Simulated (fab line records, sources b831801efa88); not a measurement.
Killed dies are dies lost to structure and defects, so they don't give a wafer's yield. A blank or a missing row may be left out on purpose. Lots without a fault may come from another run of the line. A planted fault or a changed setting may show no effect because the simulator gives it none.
A struck lot beside a sound one | flow gf180mcu | 45 steps out of a route of 602
Sound: wafers L336.1, L336.2, L336.5. Struck: wafers L342.2, L342.4, L342.5. The cause comes at the end.
At each step with rows: each side's tool, then ch and its chambers, then its first start. Under that, the readings that differ: sound wafers | struck wafers | difference of the means | sigmas: that difference in standard deviations of wafers without a fault.
alike: readings whose means differ by less than 2 such deviations, and words and numbers that are the same on both sides. not compared: withheld readings, readings that some wafer has no value for, bounds like >300 that may hide the same value, and numbers for which the record gives no deviation and whose values overlap.
The two part at a step that has a row with sigmas, a row that says differs or no value, or rows on one side only. Numbers that don't overlap but have no deviation are shown without sigmas and don't part them. A reading that every wafer of one side lacks parts them only if that side has two wafers or more.

first, 2 steps without rows for these wafers: GF_MVSD_IMPLANT_08; GF_MVSD_IMPLANT_09.
GF_MVSD_STRIP_10: strips in O2/N2.
  sound on plasma_asher-04 ch 0,1, day 6 16:01; struck on plasma_asher-02 ch 0,1, day 8 10:41
  alike: drypump_motor_current_A, heater_power_w, oes_product_au, strip_time_to_endpoint_s
  not compared: rf_hours_counter_h
GF_MVSD_TW_MEAS_11:
  sound on film_metro-02, day 6 16:07; struck on film_metro-04, day 8 10:47
  alike: MVSD_TW
then, 7 steps without rows for these wafers: GF_MVPSD_DEHYDRATE_00 (time 60 s); GF_MVPSD_HMDS_01 (prime time 60 s); GF_MVPSD_COAT_02 (resist thk 3000 nm); GF_MVPSD_SOFTBAKE_03; GF_MVPSD_EXPOSE_04 (exposes mask MVPSD, target cd 1000 nm); GF_MVPSD_PEB_05; GF_MVPSD_DEVELOP_06 (develop time 60 s).
GF_MVPSD_OVL_MEAS_07:
  sound on overlay-02, day 7 07:13; struck on overlay-02, day 9 03:48
  alike: MVPSD_OVL
GF_MVPSD_IMPLANT_08:
  sound on implanter-02 ch 0, day 7 07:15; struck on implanter-04 ch 0, day 9 03:51
  reading            | sound                            | struck                           | difference  | sigmas
  dose_ions_cm2      | 1.4998e+13 1.4987e+13 1.5007e+13 | 1.3423e+13 1.3473e+13 1.3425e+13 | -1.5570e+12 | -97
  faraday_current_uA | 83.2 85.2 85.8                   | 78.3 72.9 73.7                   | -9.8        | -6
  alike: end_station_pressure_torr
then, 1 step without rows for these wafers: GF_MVPSD_IMPLANT_09.
GF_MVPSD_STRIP_10: strips in O2/N2.
  sound on plasma_asher-02 ch 0,1, day 7 07:33; struck on plasma_asher-03 ch 0,1, day 9 04:08
  alike: drypump_motor_current_A, heater_power_w, oes_product_au, strip_time_to_endpoint_s
  not compared: rf_hours_counter_h
GF_MVPSD_TW_MEAS_11:
  sound on film_metro-01, day 7 07:39; struck on film_metro-02, day 9 04:28
  reading  | sound       | struck      | difference | sigmas
  MVPSD_TW | 564 560 560 | 541 541 539 | -21        | -7
  not compared: hold
then, 6 steps without rows for these wafers: GF_VT_IMPLANT_HMDS_01 (prime time 60 s); GF_VT_IMPLANT_COAT_02 (resist thk 1000 nm); GF_VT_IMPLANT_SOFTBAKE_03 (time 60 s); GF_VT_IMPLANT_EXPOSE_04 (exposes mask LVPWELL LV AREA, target cd 600 nm); GF_VT_IMPLANT_PEB_05; GF_VT_IMPLANT_DEVELOP_06 (develop time 60 s).
GF_VT_IMPLANT_OVL_MEAS_07:
  sound on overlay-02, day 7 23:45; struck on overlay-01, day 9 21:19
  alike: VT_IMPLANT_OVL
then, 1 step without rows for these wafers: GF_VT_IMPLANT_IMPLANT_08.
GF_VT_IMPLANT_STRIP_09: strips in O2/N2.
  sound on plasma_asher-02 ch 0,1, day 7 23:56; struck on plasma_asher-03 ch 1, day 9 21:30
  alike: drypump_motor_current_A, heater_power_w, oes_product_au, strip_time_to_endpoint_s
  not compared: rf_hours_counter_h
GF_VT_IMPLANT_TW_MEAS_10:
  sound on film_metro-02, day 8 00:02; struck on film_metro-01, day 9 21:37
  alike: VT_IMPLANT_TW
then, 7 steps without rows for these wafers: GF_VT_IMPLANT_DEHYDRATE_11 (time 60 s); GF_VT_IMPLANT_HMDS_12 (prime time 60 s); GF_VT_IMPLANT_COAT_13 (resist thk 1000 nm); GF_VT_IMPLANT_SOFTBAKE_14 (time 60 s); GF_VT_IMPLANT_EXPOSE_15 (exposes mask Nwell LV AREA, target cd 860 nm); GF_VT_IMPLANT_PEB_16; GF_VT_IMPLANT_DEVELOP_17 (develop time 60 s).
GF_VT_IMPLANT_OVL_MEAS_18:
  sound on overlay-02, day 8 16:07; struck on overlay-01, day 10 15:47
  reading                | sound          | struck      | difference | sigmas
  VT_IMPLANT_01_OVL (nm) | -0.7 -1.8 -2.2 | 0.8 0.9 1.0 | +2.5       | +2
then, 1 step without rows for these wafers: GF_VT_IMPLANT_IMPLANT_19.
GF_VT_IMPLANT_STRIP_20: strips in O2/N2.
  sound on plasma_asher-03 ch 0,1, day 8 16:19; struck on plasma_asher-03 ch 0,1, day 10 15:58
  alike: drypump_motor_current_A, heater_power_w, oes_product_au, strip_time_to_endpoint_s
  not compared: rf_hours_counter_h
GF_VT_IMPLANT_TW_MEAS_21:
  sound on film_metro-03, day 8 16:25; struck on film_metro-01, day 10 16:04
  alike: VT_IMPLANT_2_TW
then, 4 steps without rows for these wafers: GF_VT_IMPLANT_DEHYDRATE_22 (time 60 s); GF_VT_IMPLANT_HMDS_23 (prime time 60 s); GF_VT_IMPLANT_COAT_24 (resist thk 1000 nm); GF_VT_IMPLANT_SOFTBAKE_25 (time 60 s).
GF_VT_IMPLANT_RS_MEAS_49: measures by four-point-probe.
  sound on film_metro-02, day 10 03:08; struck on film_metro-01, day 12 07:53
  reading           | sound          | struck         | difference | sigmas
  MVPSD_RS (ohm/sq) | 1170 1169 1171 | 1232 1230 1228 | +60        | +19
  not compared: hold
-- the record jumps here: 14 days lie between the struck wafers' starts before and after (it left off in module VT_IMPLANT and takes up again in module V2, whose first step shown is number 398 of the route) --
GF_V2_ETCH_16: etches BARC in N2/H2.
  sound on rie_diel-04 ch 0,2, day 23 18:13; struck on rie_diel-01 ch 0,2, day 26 15:14
  reading             | sound             | struck            | difference | sigmas
  model.V2.cd_nm (nm) | 259.9 260.8 258.9 | 251.3 251.5 250.7 | -8.7       |
  alike: bias_w, drypump_motor_current_A, oes_product_au, throttle_valve_pct
GF_V2_ETCH_17: etches SiO2 in C4F8/O2/Ar, stops on TiN, target depth 630 nm.
  sound on rie_diel-04 ch 0,2; struck on rie_diel-01 ch 0,2
  reading             | sound             | struck            | difference | sigmas
  model.V2.cd_nm (nm) | 260.6 261.1 259.4 | 250.9 251.9 250.9 | -9.1       |
  alike: bias_w, oes_product_au
GF_PASSIVATION_PROBE_99:
  the record has rows for the sound wafers here (prober-01, day 31 19:46) and none for the struck ones

WHERE THEY PART
First at GF_MVPSD_IMPLANT_08; last, within this record, at GF_PASSIVATION_PROBE_99.

WHY: what the simulator had put in
Process parameter drift: implanter-04, from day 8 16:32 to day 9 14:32, at GF_MVPSD_IMPLANT_08. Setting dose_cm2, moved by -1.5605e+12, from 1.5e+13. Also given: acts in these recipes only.
